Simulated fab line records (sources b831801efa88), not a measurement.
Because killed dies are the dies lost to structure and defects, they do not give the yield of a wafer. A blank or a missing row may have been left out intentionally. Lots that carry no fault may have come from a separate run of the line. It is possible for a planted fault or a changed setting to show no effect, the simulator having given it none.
fab line records	flow sky130
[record] lots = 13	wafers = 39	last_day = 49
route steps=708 shown POLY_CUT@319 SD_N@355 LI_CONTACT@383 PAD_OPEN@708
lots with no fault: from the same line, run without faults
start_h: start of the lot's first displayed wafer, in hours after the record's first day	wait_h: hours elapsed since this lot's preceding step	" identical to the entry in the row above	L1.1+2: several wafers, shown together as one row	- no value, or no start given	* or withheld: withheld	< > ~ a bound
route shown NAME@n: a module of which the file shows steps, and the number in the route of the first	usual: average and standard deviation across the fault-free wafers	same: alike in all rows	chamber/n: place in a boat	sites: the reading at each site	_std_site: standard deviation across them	_edge_site: outer sites' mean less inner sites'	radius_mm: for every site, how far away it sits from the centre of the wafer	mask NAME#n: copy n	behind: the most recent tool/chamber to have shaped the wafer	hold: cause of the lot's hold/its duration in hours/its outcome	device: which transistor (n, p or np) failed to switch	end of line: at the end of the route, the tests of the same wafers	step lacking rows: just its recipe	killed: count of dies lost to structure and defects at first sort (not the wafer's yield)	map: a wafer's dies, x killed, . not, _ none there
set.NAME: the run value of the setting; set.NAME@STEP: its run value at that earlier step	model.NAME: the simulator's own value behind a step, which no gauge read
the route's steps for a sample of lots (tables are steps, rows are wafers)
services: from which hour (start_h, from the record's first day; less than 0 if before it) a tool's chamber was out of use, for how many hours, and why
[[steps]]
[step SKY_POLY_CUT_STRIP_12]
[recipe] chemistry = O2/N2	power_w = 1400	pressure_mtorr = 1500	platen_temp_c = withheld	o2_flow_sccm = 3000	n2_flow_sccm = 300	overash_fraction = 0.5
[usual] drypump_motor_current_A = 5.9/0.36	oes_product_au = 0.452/0.0043	strip_time_to_endpoint_s = 5.353/0.016
lot.wafer	tool	chamber	start_h	wait_h	drypump_motor_current_A	oes_product_au	rf_hours_counter_h	strip_time_to_endpoint_s
L599.1	plasma_asher-04	0	567.05	0.0	6.0	0.449	8	5.340
L599.2	"	1	"	"	6.1	0.446	8	5.331
L599.5	"	1	"	"	6.1	0.449	-	5.331
L600.3	plasma_asher-04	1	579.66	0.1	6.1	0.453	-	5.392
L600.4	"	0	"	"	6.0	0.458	-	5.360
L600.6	"	1	"	"	6.1	0.459	-	5.362
L602.1	plasma_asher-03	0	594.31	0.0	5.4	0.460	93	5.349
L602.5	"	0	"	"	5.4	0.452	-	5.381
L602.6	"	1	"	"	6.1	0.455	-	5.353
L604.3	plasma_asher-01	0	618.83	0.1	6.2	0.445	-	5.349
L604.4	"	1	"	"	5.1	0.455	-	5.352
L604.5	"	0	"	"	6.2	0.446	-	5.359
L609.1	plasma_asher-04	0	674.52	0.0	6.0	0.455	15	5.340
L609.4	"	1	"	"	6.2	0.450	-	5.353
L609.5	"	0	"	"	6.0	0.448	-	5.376
L611.1	plasma_asher-04	0	677.82	0.0	6.0	0.450	16	5.356
L611.3	"	0	"	"	6.0	0.451	-	5.354
L611.4	"	1	"	"	6.1	0.451	-	5.361
L610.2	plasma_asher-04	0	678.56	0.0	6.0	0.449	16	5.342
L610.5	"	1	"	"	6.1	0.454	-	5.350
L610.6	"	0	"	"	6.0	0.451	-	5.354
L613.4	plasma_asher-03	1	689.26	0.1	6.2	0.452	-	5.345
L613.5	"	1	"	"	6.2	0.454	-	5.358
L613.6	"	0	"	"	5.4	0.453	-	5.352
L614.1	plasma_asher-04	0	698.70	0.0	6.0	0.461	18	5.360
L614.3	"	1	"	"	6.2	0.449	-	5.368
L614.4	"	0	"	"	6.0	0.460	-	5.354
L616.2	plasma_asher-03	0	705.71	0.0	5.4	0.453	105	5.349
L616.3	"	0	"	"	5.4	0.452	-	5.356
L616.5	"	1	"	"	6.1	0.444	-	5.341
L615.1	plasma_asher-03	1	707.75	0.0	6.2	0.453	106	5.342
L615.5	"	1	"	"	6.2	0.448	-	5.367
L615.6	"	0	"	"	5.4	0.457	-	5.348
L617.1	plasma_asher-03	1	714.01	0.0	6.1	0.451	106	5.338
L617.2	"	0	"	"	5.4	0.450	106	5.348
L617.4	"	1	"	"	6.2	0.454	-	5.351
L618.2	plasma_asher-04	1	722.75	0.0	6.2	0.445	20	5.351
L618.4	"	0	"	"	6.1	0.459	-	5.365
L618.6	"	0	"	"	6.0	0.453	-	5.373
[step SKY_SD_N_CLEAN_13]
[recipe] chemistry = SC1/SC2	mix = 1:4:20	temp_c = 70	time_s = 150	dry = n2_spin
[usual] run_length_s = 179/4.1
lot.wafer	tool	chamber	start_h	wait_h	run_length_s
L599.1	wet_bench-02	2	655.25	0.1	177
L599.2	"	2	"	"	177
L599.5	"	2	"	"	177
L600.3	wet_bench-02	0	665.32	0.0	174
L600.4	"	0	"	"	174
L600.6	"	0	"	"	174
L602.1	wet_bench-03	0	680.22	0.1	176
L602.5	"	0	"	"	176
L602.6	"	0	"	"	176
L604.3	wet_bench-02	2	704.92	0.0	178
L604.4	"	2	"	"	178
L604.5	"	2	"	"	178
L609.1	wet_bench-03	3	758.52	0.1	54
L609.4	"	3	"	"	54
L609.5	"	3	"	"	54
L611.1	wet_bench-03	3	761.12	0.1	54
L611.3	"	3	"	"	54
L611.4	"	3	"	"	54
L610.2	wet_bench-04	2	761.77	0.0	184
L610.5	"	2	"	"	184
L610.6	"	2	"	"	184
L613.4	wet_bench-03	2	771.57	0.0	184
L613.5	"	2	"	"	184
L613.6	"	2	"	"	184
L614.1	wet_bench-03	2	781.45	0.1	183
L614.3	"	2	"	"	183
L614.4	"	2	"	"	183
L616.2	wet_bench-04	1	788.70	0.0	176
L616.3	"	1	"	"	176
L616.5	"	1	"	"	176
L615.1	wet_bench-04	1	790.22	0.1	177
L615.5	"	1	"	"	177
L615.6	"	1	"	"	177
L617.1	wet_bench-04	1	796.68	0.1	183
L617.2	"	1	"	"	183
L617.4	"	1	"	"	183
L618.2	wet_bench-02	2	804.40	0.0	184
L618.4	"	2	"	"	184
L618.6	"	2	"	"	184
[step SKY_SD_N_RS_MEAS_16]
[recipe] thk_meas_gauge = four-point-probe
[usual] SD_N_RS = 68.52/0.16
lot.wafer	tool	chamber	start_h	wait_h	SD_N_RS[ohm/sq]
L599.1	film_metro-02	-	655.47	0.1	68.29
L599.2	"	-	"	"	68.38
L599.5	"	-	"	"	68.31
L600.3	film_metro-04	-	665.64	0.1	68.29
L600.4	"	-	"	"	68.43
L600.6	"	-	"	"	68.46
L602.1	film_metro-02	-	680.44	0.1	68.34
L602.5	"	-	"	"	68.47
L602.6	"	-	"	"	68.49
L604.3	film_metro-01	-	705.19	0.1	68.66
L604.4	"	-	"	"	68.47
L604.5	"	-	"	"	68.65
L609.1	film_metro-01	-	758.75	0.1	68.72
L609.4	"	-	"	"	68.54
L609.5	"	-	"	"	68.64
L611.1	film_metro-04	-	761.35	0.1	68.48
L611.3	"	-	"	"	68.48
L611.4	"	-	"	"	68.35
L610.2	film_metro-04	-	762.02	0.1	68.44
L610.5	"	-	"	"	68.54
L610.6	"	-	"	"	68.52
L613.4	film_metro-01	-	771.87	0.1	68.77
L613.5	"	-	"	"	68.70
L613.6	"	-	"	"	68.64
L614.1	film_metro-04	-	781.73	0.1	68.28
L614.3	"	-	"	"	68.41
L614.4	"	-	"	"	68.16
L616.2	film_metro-01	-	788.94	0.1	68.71
L616.3	"	-	"	"	68.84
L616.5	"	-	"	"	68.72
L615.1	film_metro-02	-	790.45	0.1	68.37
L615.5	"	-	"	"	68.37
L615.6	"	-	"	"	68.31
L617.1	film_metro-02	-	796.90	0.1	68.34
L617.2	"	-	"	"	68.46
L617.4	"	-	"	"	68.54
L618.2	film_metro-01	-	804.66	0.1	68.68
L618.4	"	-	"	"	68.76
L618.6	"	-	"	"	68.64
[step SKY_LI_CONTACT_CVD_21]
[recipe] material = W	target_thk_nm = 400	time_s = 120.56	temp_c = 400	pressure_torr = 40
[usual] heater_power_outer_w = 582/35	heater_power_w = 952/67
lot.wafer	tool	chamber	start_h	wait_h	heater_power_outer_w	heater_power_w
L599.1	cvd_w-01	1	685.89	0.0	611	928
L599.2	"	0	"	"	522	861
L599.5	"	0	"	"	510	873
L600.3	cvd_w-01	0	695.29	0.1	515	839
L600.4	"	1	"	"	608	935
L600.6	"	1	"	"	586	946
L602.1	cvd_w-01	0	710.35	0.0	521	832
L602.5	"	0	"	"	525	861
L602.6	"	1	"	"	602	959
L604.3	cvd_w-01	0	734.60	0.1	529	847
L604.4	"	1	"	"	608	929
L604.5	"	1	"	"	617	948
L609.1	cvd_w-02	1	788.10	0.0	615	1045
L609.4	"	0	"	"	601	1017
L609.5	"	0	"	"	589	1003
L611.1	cvd_w-02	1	788.94	0.0	614	1012
L611.3	"	0	"	"	587	1016
L611.4	"	1	"	"	628	1005
L610.2	cvd_w-02	1	790.67	0.0	613	1023
L610.5	"	0	"	"	587	1010
L610.6	"	1	"	"	602	1008
L613.4	cvd_w-01	0	800.48	0.1	535	856
L613.5	"	0	"	"	517	866
L613.6	"	1	"	"	611	941
L614.1	cvd_w-02	1	809.70	0.0	632	1059
L614.3	"	0	"	"	607	1013
L614.4	"	1	"	"	613	1001
L616.2	cvd_w-02	1	817.38	0.0	598	1003
L616.3	"	1	"	"	615	1037
L616.5	"	0	"	"	585	1022
L615.1	cvd_w-01	0	818.77	0.0	526	836
L615.5	"	1	"	"	624	922
L615.6	"	0	"	"	540	866
L617.1	cvd_w-02	0	824.87	0.0	609	998
L617.2	"	1	"	"	596	1018
L617.4	"	0	"	"	582	1018
L618.2	cvd_w-01	1	832.29	0.0	604	937
L618.4	"	0	"	"	546	838
L618.6	"	0	"	"	528	858
[step SKY_PAD_OPEN_PROBE_99]
[usual] killed_at_M0_to_M3 = 43/6.5	killed_at_M4_up = 3/1.7	killed_at_contacts = 25/5.1	killed_at_front_end = 15/3.8	killed_at_other = 0.2/0.45	killed_dies = 86/8.8	killed_on_rim = 17/4	killed_open = 47/6.7	killed_short = 39/6
[same] gross_dies = 492	killed_at_back_side = 0
lot.wafer	tool	chamber	start_h	wait_h	killed_at_M0_to_M3	killed_at_M4_up	killed_at_contacts	killed_at_front_end	killed_at_other	killed_dies	killed_on_rim	killed_open	killed_short
L599.1	prober-01	-	1082.93	0.1	39	1	24	12	0	76	17	44	32
L599.2	prober-01	-	1082.98	0.1	45	0	26	19	0	90	20	45	45
L599.5	prober-01	-	1083.13	0.2	46	1	24	9	0	80	16	51	29
L600.3	prober-02	-	1088.46	0.2	57	0	29	15	0	101	15	60	41
L600.4	prober-02	-	1088.51	0.2	54	2	23	17	0	96	20	56	40
L600.6	prober-02	-	1088.61	0.2	52	2	30	12	0	96	18	51	45
L602.1	prober-02	-	1102.87	0.1	45	2	12	13	0	72	20	41	31
L602.5	prober-02	-	1103.07	0.2	47	4	29	11	0	91	19	50	41
L602.6	prober-02	-	1103.12	0.2	48	2	26	11	0	87	17	44	43
L604.3	prober-02	-	1118.47	0.2	49	2	36	14	0	101	22	55	46
L604.4	prober-02	-	1118.52	0.2	46	6	27	14	1	94	17	52	42
L604.5	prober-02	-	1118.57	0.2	42	0	30	12	0	84	16	46	38
L609.1	prober-01	-	1159.34	0.1	39	3	17	20	0	79	13	42	37
L609.4	prober-01	-	1159.49	0.2	33	2	27	11	0	73	11	44	29
L609.5	prober-01	-	1159.54	0.2	33	2	21	11	0	67	12	36	31
L611.1	prober-02	-	1159.67	0.1	37	4	24	24	0	89	18	50	39
L611.3	prober-02	-	1159.77	0.2	40	5	23	18	1	87	17	44	43
L611.4	prober-02	-	1159.82	0.2	32	2	19	13	1	67	9	35	32
L610.2	prober-01	-	1160.89	0.1	40	6	35	8	0	89	16	51	38
L610.5	prober-01	-	1161.04	0.2	44	2	19	19	0	84	15	46	38
L610.6	prober-01	-	1161.09	0.2	50	1	32	12	0	95	18	56	39
L613.4	prober-01	-	1167.01	0.2	44	2	23	14	0	83	10	43	40
L613.5	prober-01	-	1167.06	0.2	45	3	27	5	0	80	15	50	30
L613.6	prober-01	-	1167.11	0.2	44	5	26	10	1	86	13	38	48
L614.1	prober-02	-	1169.69	0.1	36	1	30	14	0	81	13	46	35
L614.3	prober-02	-	1169.79	0.2	39	2	23	21	0	85	16	41	44
L614.4	prober-02	-	1169.84	0.2	33	5	26	13	0	77	12	46	31
L616.2	prober-01	-	1177.12	0.1	43	1	23	14	0	81	19	53	28
L616.3	prober-01	-	1177.17	0.2	35	2	30	15	0	82	16	43	39
L616.5	prober-01	-	1177.27	0.2	41	5	23	17	0	86	22	49	37
L615.1	prober-02	-	1182.03	0.1	45	5	24	13	0	87	16	54	33
L615.5	prober-02	-	1182.23	0.2	36	4	23	20	0	83	16	44	39
L615.6	prober-02	-	1182.28	0.2	47	6	27	14	0	94	25	61	33
L617.1	prober-01	-	1184.48	0.1	32	3	32	17	1	85	19	55	30
L617.2	prober-01	-	1184.53	0.1	42	2	33	10	0	87	20	45	42
L617.4	prober-01	-	1184.63	0.2	39	3	30	15	0	87	21	53	34
L618.2	prober-02	-	1186.31	0.1	49	7	24	11	1	92	26	56	36
L618.4	prober-02	-	1186.41	0.2	49	5	21	14	1	90	19	56	34
L618.6	prober-02	-	1186.51	0.2	44	4	28	8	0	84	16	38	46
// killed by level:class
L599.1 VIA1:geometric_particle:open=13 CONTACT:geometric_particle:open=7 LI_CONTACT:geometric_particle:open=5 LI_CONTACT:geometric_particle:short=5 LOCAL_INTERCONNECT:geometric_particle:short=5 METAL1:geometric_particle:short=5 VIA3:geometric_particle:open=5 FIELD_ISO:geometric_particle:short=4
L599.2 CONTACT:geometric_particle:open=11 VIA1:geometric_particle:open=9 METAL1:geometric_particle:short=8 POLY_GATE:geometric_particle:short=7 LOCAL_INTERCONNECT:geometric_particle:short=7 VIA1:geometric_particle:short=6 VIA3:geometric_particle:open=6 VIA2:geometric_particle:open=6
L599.5 VIA1:geometric_particle:open=13 VIA3:geometric_particle:open=10 LOCAL_INTERCONNECT:geometric_particle:short=9 CONTACT:geometric_particle:open=8 VIA2:geometric_particle:open=6 LI_CONTACT:geometric_particle:open=6 VIA1:geometric_particle:short=4 METAL3:geometric_particle:short=3
L600.3 CONTACT:geometric_particle:open=15 VIA1:geometric_particle:open=13 VIA2:geometric_particle:open=8 METAL2:geometric_particle:short=7 VIA3:geometric_particle:open=6 FIELD_ISO:geometric_particle:short=5 LI_CONTACT:geometric_particle:open=5 METAL1:geometric_particle:short=5
L600.4 CONTACT:geometric_particle:open=14 VIA1:geometric_particle:open=13 VIA2:geometric_particle:open=9 VIA3:geometric_particle:open=9 FIELD_ISO:geometric_particle:short=6 METAL1:geometric_particle:short=5 VIA3:geometric_particle:short=5 FIELD_ISO:geometric_particle:open=4
L600.6 CONTACT:geometric_particle:open=13 VIA1:geometric_particle:open=12 VIA1:geometric_particle:short=8 METAL2:geometric_particle:short=7 CONTACT:geometric_particle:short=7 METAL1:geometric_particle:short=7 VIA3:geometric_particle:open=6 LOCAL_INTERCONNECT:geometric_particle:short=5
L602.1 VIA2:geometric_particle:open=11 VIA1:geometric_particle:open=9 FIELD_ISO:geometric_particle:open=6 CONTACT:geometric_particle:open=6 METAL1:geometric_particle:short=6 POLY_GATE:geometric_particle:short=5 VIA3:geometric_particle:open=4 CONTACT:geometric_particle:short=4
L602.5 VIA1:geometric_particle:open=14 CONTACT:geometric_particle:open=10 LI_CONTACT:geometric_particle:open=9 METAL2:geometric_particle:short=6 VIA2:geometric_particle:open=4 CONTACT:geometric_particle:short=4 VIA1:geometric_particle:short=4 VIA2:geometric_particle:short=4
L602.6 CONTACT:geometric_particle:open=12 VIA1:geometric_particle:open=11 METAL1:geometric_particle:short=7 VIA3:geometric_particle:short=7 VIA1:geometric_particle:short=6 LI_CONTACT:geometric_particle:open=4 CONTACT:geometric_particle:short=4 METAL3:geometric_particle:short=4
L604.3 VIA1:geometric_particle:open=15 CONTACT:geometric_particle:open=14 CONTACT:geometric_particle:short=8 LI_CONTACT:geometric_particle:open=7 POLY_GATE:geometric_particle:short=6 VIA2:geometric_particle:open=6 METAL2:geometric_particle:short=5 METAL1:geometric_particle:short=5
L604.4 VIA1:geometric_particle:open=14 LI_CONTACT:geometric_particle:open=11 CONTACT:geometric_particle:short=6 METAL2:geometric_particle:short=6 LOCAL_INTERCONNECT:geometric_particle:short=5 CONTACT:geometric_particle:open=5 VIA2:geometric_particle:short=5 VIA2:geometric_particle:open=5
L604.5 VIA1:geometric_particle:open=13 CONTACT:geometric_particle:open=12 METAL2:geometric_particle:short=7 VIA2:geometric_particle:short=6 CONTACT:geometric_particle:short=5 VIA3:geometric_particle:open=5 VIA3:geometric_particle:short=5 LOCAL_INTERCONNECT:geometric_particle:short=4
L609.1 CONTACT:geometric_particle:open=7 VIA1:geometric_particle:short=6 VIA1:geometric_particle:open=6 METAL2:geometric_particle:short=6 VIA3:geometric_particle:open=6 FIELD_ISO:geometric_particle:open=5 POLY_GATE:geometric_particle:short=5 POLY_GATE:geometric_particle:open=5
L609.4 VIA1:geometric_particle:open=10 LI_CONTACT:geometric_particle:open=9 CONTACT:geometric_particle:open=8 LOCAL_INTERCONNECT:geometric_particle:short=5 VIA3:geometric_particle:open=5 FIELD_ISO:geometric_particle:open=4 LI_CONTACT:geometric_particle:short=4 METAL1:geometric_particle:short=4
L609.5 CONTACT:geometric_particle:open=9 VIA1:geometric_particle:open=8 METAL1:geometric_particle:short=6 POLY_GATE:geometric_particle:open=4 LOCAL_INTERCONNECT:geometric_particle:short=4 CONTACT:geometric_particle:short=4 METAL1:geometric_particle:open=4 VIA2:geometric_particle:open=4
L611.1 CONTACT:geometric_particle:open=12 VIA1:geometric_particle:open=9 FIELD_ISO:geometric_particle:short=7 VIA2:geometric_particle:open=6 FIELD_ISO:geometric_particle:open=5 POLY_GATE:geometric_particle:short=5 METAL1:geometric_particle:short=5 LI_CONTACT:geometric_particle:open=4
L611.3 CONTACT:geometric_particle:open=10 LI_CONTACT:geometric_particle:open=9 VIA1:geometric_particle:short=8 METAL2:geometric_particle:short=6 VIA2:geometric_particle:short=6 VIA1:geometric_particle:open=5 METAL1:geometric_particle:short=5 FIELD_ISO:geometric_particle:short=4
L611.4 VIA1:geometric_particle:open=8 VIA1:geometric_particle:short=6 FIELD_ISO:geometric_particle:open=5 LI_CONTACT:geometric_particle:short=5 LI_CONTACT:geometric_particle:open=4 VIA2:geometric_particle:open=4 LOCAL_INTERCONNECT:geometric_particle:short=4 CONTACT:geometric_particle:open=4
L610.2 LI_CONTACT:geometric_particle:open=14 VIA1:geometric_particle:open=11 LOCAL_INTERCONNECT:geometric_particle:short=8 VIA2:geometric_particle:open=7 METAL2:geometric_particle:short=7 CONTACT:geometric_particle:short=6 VIA3:geometric_particle:open=6 CONTACT:geometric_particle:open=5
L610.5 VIA1:geometric_particle:open=14 CONTACT:geometric_particle:open=8 FIELD_ISO:geometric_particle:short=6 METAL2:geometric_particle:short=6 POLY_GATE:geometric_particle:open=5 VIA2:geometric_particle:short=4 CONTACT:geometric_particle:short=4 VIA2:geometric_particle:open=4
L610.6 VIA1:geometric_particle:open=12 CONTACT:geometric_particle:open=11 LI_CONTACT:geometric_particle:open=9 VIA3:geometric_particle:open=9 VIA1:geometric_particle:short=9 LOCAL_INTERCONNECT:geometric_particle:short=5 METAL1:geometric_particle:short=5 POLY_GATE:geometric_particle:open=4
L613.4 VIA1:geometric_particle:open=11 METAL1:geometric_particle:short=9 LI_CONTACT:geometric_particle:open=8 METAL2:geometric_particle:short=7 VIA2:geometric_particle:open=6 FIELD_ISO:geometric_particle:short=5 VIA1:geometric_particle:short=5 CONTACT:geometric_particle:open=5
L613.5 CONTACT:geometric_particle:open=10 VIA1:geometric_particle:open=9 LI_CONTACT:geometric_particle:open=8 VIA2:geometric_particle:open=7 VIA3:geometric_particle:open=7 METAL1:geometric_particle:short=5 METAL3:geometric_particle:short=5 LI_CONTACT:geometric_particle:short=4
L613.6 CONTACT:geometric_particle:open=8 METAL1:geometric_particle:short=7 VIA2:geometric_particle:open=7 VIA3:geometric_particle:open=7 LOCAL_INTERCONNECT:geometric_particle:short=5 METAL2:geometric_particle:short=5 FIELD_ISO:geometric_particle:short=4 LI_CONTACT:geometric_particle:open=4
L614.1 VIA1:geometric_particle:open=9 CONTACT:geometric_particle:open=8 VIA3:geometric_particle:open=7 LOCAL_INTERCONNECT:geometric_particle:short=7 LI_CONTACT:geometric_particle:open=6 METAL2:geometric_particle:short=6 POLY_GATE:geometric_particle:open=5 FIELD_ISO:geometric_particle:short=4
L614.3 CONTACT:geometric_particle:open=9 FIELD_ISO:geometric_particle:open=7 VIA3:geometric_particle:short=6 POLY_GATE:geometric_particle:short=5 METAL1:geometric_particle:short=5 VIA1:geometric_particle:open=5 VIA1:geometric_particle:short=5 VIA2:geometric_particle:open=5
L614.4 LI_CONTACT:geometric_particle:open=8 VIA3:geometric_particle:open=8 VIA1:geometric_particle:open=7 POLY_GATE:geometric_particle:open=5 CONTACT:geometric_particle:short=5 CONTACT:geometric_particle:open=5 METAL2:geometric_particle:short=4 LOCAL_INTERCONNECT:geometric_particle:short=4
L616.2 CONTACT:geometric_particle:open=10 VIA1:geometric_particle:open=9 VIA3:geometric_particle:open=7 POLY_GATE:geometric_particle:open=6 VIA2:geometric_particle:open=6 METAL1:geometric_particle:open=5 LI_CONTACT:geometric_particle:open=4 LOCAL_INTERCONNECT:geometric_particle:short=4
L616.3 CONTACT:geometric_particle:open=12 VIA1:geometric_particle:open=9 LI_CONTACT:geometric_particle:open=8 POLY_GATE:geometric_particle:short=5 METAL1:geometric_particle:short=5 VIA2:geometric_particle:open=5 LI_CONTACT:geometric_particle:short=4 METAL2:geometric_particle:short=4
L616.5 CONTACT:geometric_particle:open=10 VIA1:geometric_particle:open=10 LI_CONTACT:geometric_particle:open=8 METAL2:geometric_particle:short=7 POLY_GATE:geometric_particle:open=7 METAL1:geometric_particle:short=5 VIA1:geometric_particle:short=5 VIA3:geometric_particle:short=5
L615.1 VIA1:geometric_particle:open=13 LI_CONTACT:geometric_particle:open=9 CONTACT:geometric_particle:open=8 VIA3:geometric_particle:open=6 POLY_GATE:geometric_particle:short=5 VIA2:geometric_particle:open=5 LI_CONTACT:geometric_particle:short=4 METAL1:geometric_particle:short=4
L615.5 CONTACT:geometric_particle:open=8 LI_CONTACT:geometric_particle:open=8 METAL1:geometric_particle:short=8 FIELD_ISO:geometric_particle:open=6 POLY_GATE:geometric_particle:open=5 LOCAL_INTERCONNECT:geometric_particle:short=5 VIA3:geometric_particle:open=5 VIA1:geometric_particle:open=5
L615.6 CONTACT:geometric_particle:open=15 VIA3:geometric_particle:open=12 VIA1:geometric_particle:open=10 METAL2:geometric_particle:short=7 LI_CONTACT:geometric_particle:open=6 METAL4:geometric_particle:short=6 FIELD_ISO:geometric_particle:open=5 VIA2:geometric_particle:open=5
L617.1 CONTACT:geometric_particle:open=12 LI_CONTACT:geometric_particle:open=11 FIELD_ISO:geometric_particle:open=7 VIA3:geometric_particle:open=7 LOCAL_INTERCONNECT:geometric_particle:short=6 VIA2:geometric_particle:open=5 FIELD_ISO:geometric_particle:short=4 VIA1:geometric_particle:short=4
L617.2 CONTACT:geometric_particle:open=12 VIA1:geometric_particle:open=9 LI_CONTACT:geometric_particle:open=8 METAL2:geometric_particle:short=7 VIA1:geometric_particle:short=6 CONTACT:geometric_particle:short=6 VIA3:geometric_particle:open=5 FIELD_ISO:geometric_particle:open=4
L617.4 VIA1:geometric_particle:open=14 LI_CONTACT:geometric_particle:open=10 CONTACT:geometric_particle:open=8 LI_CONTACT:geometric_particle:short=6 FIELD_ISO:geometric_particle:short=5 VIA3:geometric_particle:open=5 VIA2:geometric_particle:open=5 FIELD_ISO:geometric_particle:open=4
L618.2 VIA1:geometric_particle:open=18 CONTACT:geometric_particle:open=10 LI_CONTACT:geometric_particle:open=6 METAL4:geometric_particle:short=6 LI_CONTACT:geometric_particle:short=5 VIA2:geometric_particle:open=5 VIA2:geometric_particle:short=5 VIA3:geometric_particle:open=4
L618.4 VIA1:geometric_particle:open=16 CONTACT:geometric_particle:open=9 POLY_GATE:geometric_particle:open=7 METAL2:geometric_particle:short=6 METAL1:geometric_particle:short=6 LI_CONTACT:geometric_particle:open=6 VIA2:geometric_particle:open=6 VIA3:geometric_particle:open=6
L618.6 VIA1:geometric_particle:open=11 CONTACT:geometric_particle:open=9 VIA2:geometric_particle:open=7 CONTACT:geometric_particle:short=7 VIA1:geometric_particle:short=7 LOCAL_INTERCONNECT:geometric_particle:short=5 METAL1:geometric_particle:short=5 LI_CONTACT:geometric_particle:short=4
[[services]]
tool	chamber	start_h	hours	kind
cvd_w-02	1	551.91	1.6	repair
plasma_asher-01	-	558.86	0.9	repair
wet_bench-04	-	579.60	6.7	repair
plasma_asher-04	-	582.50	28.1	pm
cvd_w-02	-	673.28	0.9	repair
cvd_w-01	-	673.44	0.8	repair
wet_bench-02	-	686.54	4.4	pm
cvd_w-02	-	699.39	4.3	pm
cvd_w-02	-	716.61	2.8	pm
plasma_asher-03	-	733.75	9.0	pm
plasma_asher-03	0	733.75	9.0	vent_cycle
plasma_asher-03	1	733.75	9.0	vent_cycle
plasma_asher-03	0	742.75	-	clean
plasma_asher-03	1	742.75	-	clean
plasma_asher-04	-	772.60	4.2	repair
cvd_w-01	-	778.94	6.0	pm
cvd_w-01	-	788.27	2.8	pm
plasma_asher-03	-	789.10	14.6	pm
plasma_asher-04	-	792.19	1.6	repair
plasma_asher-01	-	806.90	3.8	repair
plasma_asher-01	-	827.13	2.8	pm
[[key]]
[first_sign] step = SKY_SD_N_CLEAN_13	reading = run_length_s	direction = down	sigmas = 31	usual = *	struck = *
effect none on later readings
met_at SKY_SD_N_CLEAN_13
struck_lots L609,L611
struck_wafers L609.1,L609.4,L609.5,L611.1,L611.3,L611.4
tester_left_out L609,L611
not_acting_at SKY_POLY_CUT_STRIP_12,SKY_SD_N_RS_MEAS_16,SKY_LI_CONTACT_CVD_21
[fault] kind = process_parameter_drift	tool = wet_bench-03	chamber = 3	onset_h = 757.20	steps = SKY_SD_N_CLEAN_13	channel = time_s	offset = *	shape = step	end_h = 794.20	acts_in = *	stated = *
// tester_left_out: of these lots the tester's yield and bins aren't shown, on N5 and GAA mostly nor the transistor test; their killed dies are dies lost to structure and defects alone, not to doping, threshold or leakage, so they don't give the yield
